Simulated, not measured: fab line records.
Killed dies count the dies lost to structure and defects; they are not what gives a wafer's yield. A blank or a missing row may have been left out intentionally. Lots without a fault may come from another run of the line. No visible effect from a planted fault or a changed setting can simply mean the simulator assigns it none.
Which tool did it? -- flow sky130 -- 7 lots (21 wafers sampled), 1 step of a 708-step route

## WHAT EACH GAUGE READ, for each wafer
SKY_VIA3_THK_MEAS_01.
lot,measured,on,VIA3_HDPCVD_THK (nm)
L235,day 39 01:39,film_metro-03,1681 1635 1661
L236,day 39 16:24,film_metro-01,1615 1601 1595
L238,day 40 19:34,film_metro-02,1610 1593 1612
L240,day 40 21:44,film_metro-03,1627 1627 1650
L243,day 41 18:13,film_metro-03,1623 1613 1614
L245,day 42 14:16,film_metro-01,1609 1602 1582
L253,day 44 16:51,film_metro-03,1634 1618 1659

## WHICH TOOL RAN EACH LOT (tool, then ch and the chambers of the sampled wafers, then the start)
The record shows no process step preceding these readings.

## THE ANSWER, worked out from the rows above alone
Rule: what is usual is taken from the lots themselves. Put in order of their means at a reading, lots are off if they are a third of the lots or fewer, leave a main group of 4 or more, and stand apart from it by a gap of 3 or more times the standard deviation of the main group's means; of several such gaps the widest counts. A main group whose means are all the same, to the digits that the tables above print for the reading, isn't used. A lot without any number at a reading at which 4 lots or more have one is off too. The other lots that the step has rows for count as sound.
Nothing can be told from this: no lot is off at any reading shown.

## WHAT HAD BEEN PUT IN BY THE SIMULATOR
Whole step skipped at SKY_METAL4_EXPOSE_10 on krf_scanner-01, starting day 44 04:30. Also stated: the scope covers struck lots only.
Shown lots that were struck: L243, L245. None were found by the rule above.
